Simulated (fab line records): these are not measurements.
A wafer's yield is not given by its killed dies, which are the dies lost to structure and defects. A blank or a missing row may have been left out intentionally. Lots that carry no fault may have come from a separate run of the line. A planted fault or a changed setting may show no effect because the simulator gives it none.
Which tool did it?	flow sky130	Sampling: 11 lots, 33 wafers, 4 of 708 route steps

## WHAT THE GAUGES SHOWED, per wafer
SKY_SD_P_CD_MEAS_07 targets a cd of 380 nm.
lot	measured	on	cd nm (nm)
L985	day 26 07:16	cd sem-02	381.5 382.3 381.5
L988	day 28 01:47	cd sem-02	377.1 376.3 379.6
L990	day 28 05:19	cd sem-02	379.7 381.4 380.7
L989	day 28 06:32	cd sem-02	380.5 380.6 382.1
L991	day 28 21:55	cd sem-02	376.6 378.1 380.5
L995	day 29 12:13	cd sem-02	377.2 377.6 378.8
L997	day 30 05:11	cd sem-02	382.4 383.9 384.9
L103	day 32 06:51	cd sem-02	378.2 469.3 378.7
L105	day 32 23:59	cd sem-02	462.9 374.1 375.2
L106	day 33 02:37	cd sem-02	377.6 378.2 378.4
L107	day 33 06:20	cd sem-01	386.2 387.4 384.2

## TOOL THAT RAN EACH LOT (tool first, then ch and the chambers of the sampled wafers, then the start)
lot	SKY_LDD_N_STRIP_16	SKY_LDD_P_STRIP_10	SKY_SD_P_COAT_02
L985	plasma asher-04 ch 0,1, day 18 15:30	plasma asher-02 ch 0,1, day 19 22:52	litho track-02 ch 0, day 25 17:00
L988	plasma asher-03 ch 0,1, day 20 11:45	plasma asher-02 ch 0, day 21 18:54	litho track-03 ch 0, day 27 10:51
L990	plasma asher-04 ch 1, day 20 14:59	plasma asher-01 ch 0,1, day 21 21:49	litho track-01 ch 0, day 27 14:31
L989	plasma asher-03 ch 0,1, day 20 15:59	plasma asher-04 ch 0,1, day 21 23:08	litho track-01 ch 0, day 27 15:47
L991	plasma asher-01 ch 1, day 21 09:21	plasma asher-04 ch 0,1, day 22 16:39	litho track-03 ch 0, day 28 07:27
L995	plasma asher-04 ch 0,1, day 22 00:34	plasma asher-04 ch 0,1, day 23 07:19	litho track-01 ch 0, day 28 21:59
L997	plasma asher-04 ch 0,1, day 22 21:20	plasma asher-01 ch 0,1, day 24 03:42	litho track-01 ch 0, day 29 15:11
L103	plasma asher-03 ch 0,1, day 25 00:00	plasma asher-01 ch 0,1, day 26 04:21	litho track-01 ch 0, day 31 17:04
L105	plasma asher-04 ch 0,1, day 25 19:12	plasma asher-02 ch 0, day 27 00:22	litho track-01 ch 0, day 32 10:11
L106	plasma asher-03 ch 0,1, day 25 21:59	plasma asher-01 ch 0,1, day 27 03:10	litho track-03 ch 0, day 32 13:31
L107	plasma asher-03 ch 0,1, day 26 02:52	plasma asher-02 ch 0,1, day 27 07:31	litho track-02 ch 0, day 32 16:26
- SKY_LDD_N_STRIP_16: strips in O2/N2.
- SKY_LDD_P_STRIP_10: strips in O2/N2.
- SKY_SD_P_COAT_02: resist thk 1140 nm.

## THE ANSWER, worked out from the rows above alone
Rule: usual is defined by the lots themselves. The widest of any qualifying gaps counts: lots, ordered by their means at a reading, are off when they make up no more than a third of the lots, leave a main group of 4 or more, and stand apart from it by 3 or more times the standard deviation of that group's means. A main group whose means are all the same, to the digits that the tables above print for the reading, isn't used. Also off: a lot with no number at a reading for which 4 or more lots have one. The other lots that the step has rows for count as sound.
Off, at SKY_SD_P_CD_MEAS_07 on cd nm: L103, L105. The main group has a mean of 380.6 nm with a standard deviation of 2.7.
If a tool, at a process step before that reading, ran all the lots that are off and no sound lot after the first of them, it fits. The gauges at SKY_SD_P_CD_MEAS_07 are tried like those tools. One fits: SKY_SD_P_COAT_02 on litho track-01. A fault onset in the window from L997 (day 29 15:11, its last sound lot) to L103 (day 31 17:04, its first lot off) fits.

## WHAT WAS PUT IN BY THE SIMULATOR
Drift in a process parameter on litho track-01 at SKY_SD_P_COAT_02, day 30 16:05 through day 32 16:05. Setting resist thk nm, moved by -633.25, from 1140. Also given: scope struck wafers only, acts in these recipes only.
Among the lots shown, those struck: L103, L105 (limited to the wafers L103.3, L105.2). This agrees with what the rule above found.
